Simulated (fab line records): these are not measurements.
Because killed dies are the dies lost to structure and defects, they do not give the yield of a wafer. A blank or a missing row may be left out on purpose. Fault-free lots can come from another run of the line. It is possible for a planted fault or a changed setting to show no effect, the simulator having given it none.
Which tool was responsible? + flow gf180mcu + 6 lots with 18 wafers sampled at 2 steps, on a route of 602 steps

WHAT THE GAUGES SHOWED, per wafer
GF_HV_LDD_THK_MEAS_55.
| lot  | measured     | on           | HV_LDD_CVD_54_THK (nm) |
|------|--------------|--------------|------------------------|
| L705 | day 13 01:57 | filmMetro-03 | 10.03 10.05 10.02      |
| L707 | day 13 20:27 | filmMetro-01 | 10.13 10.07 10.08      |
| L711 | day 14 22:36 | filmMetro-03 | 9.95 9.95 10.02        |
| L714 | day 16 01:46 | filmMetro-01 | 10.14 10.14 10.27      |
| L716 | day 16 19:17 | filmMetro-01 | 9.94 9.92 9.94         |
| L723 | day 19 12:25 | filmMetro-01 | 20.48 20.41 20.61      |

WHAT TOOL EACH LOT RAN ON (gives the tool, then ch and the chambers of the sampled wafers, and finally the start)
| lot  | GF_HV_LDD_CVD_54            |
|------|-----------------------------|
| L705 | lpcvd-01 ch 1, day 13 00:56 |
| L707 | lpcvd-01 ch 0, day 13 19:26 |
| L711 | lpcvd-02 ch 0, day 14 21:34 |
| L714 | lpcvd-01 ch 0, day 16 00:44 |
| L716 | lpcvd-01 ch 1, day 16 18:14 |
| L723 | lpcvd-02 ch 0, day 19 11:23 |
- GF_HV_LDD_CVD_54: deposits SiO2 from TEOS, target thk 10 nm, time 75 s.

THE ANSWER, worked out from the rows above alone
Rule: the lots themselves supply what counts as usual. The widest of any qualifying gaps counts: lots, ordered by their means at a reading, are off when they make up no more than a third of the lots, leave a main group of 4 or more, and stand apart from it by 3 or more times the standard deviation of that group's means. A main group whose means are all the same, to the digits that the tables above print for the reading, isn't used. A lot without any number at a reading at which 4 lots or more have one is off too. Where the step has rows for the other lots, those lots are counted as sound.
Off: L723, seen at GF_HV_LDD_THK_MEAS_55 (HV_LDD_CVD_54_THK). Mean 10.04 nm and standard deviation 0.089 in the main group.
If a tool, at a process step before that reading, ran all the lots that are off and no sound lot after the first of them, it fits. Gauges at GF_HV_LDD_THK_MEAS_55: tried the same way as those tools. Can't be told from this: 2 tools fit, lpcvd-02 at GF_HV_LDD_CVD_54, filmMetro-01 at GF_HV_LDD_THK_MEAS_55.

WHAT WAS PUT IN BY THE SIMULATOR
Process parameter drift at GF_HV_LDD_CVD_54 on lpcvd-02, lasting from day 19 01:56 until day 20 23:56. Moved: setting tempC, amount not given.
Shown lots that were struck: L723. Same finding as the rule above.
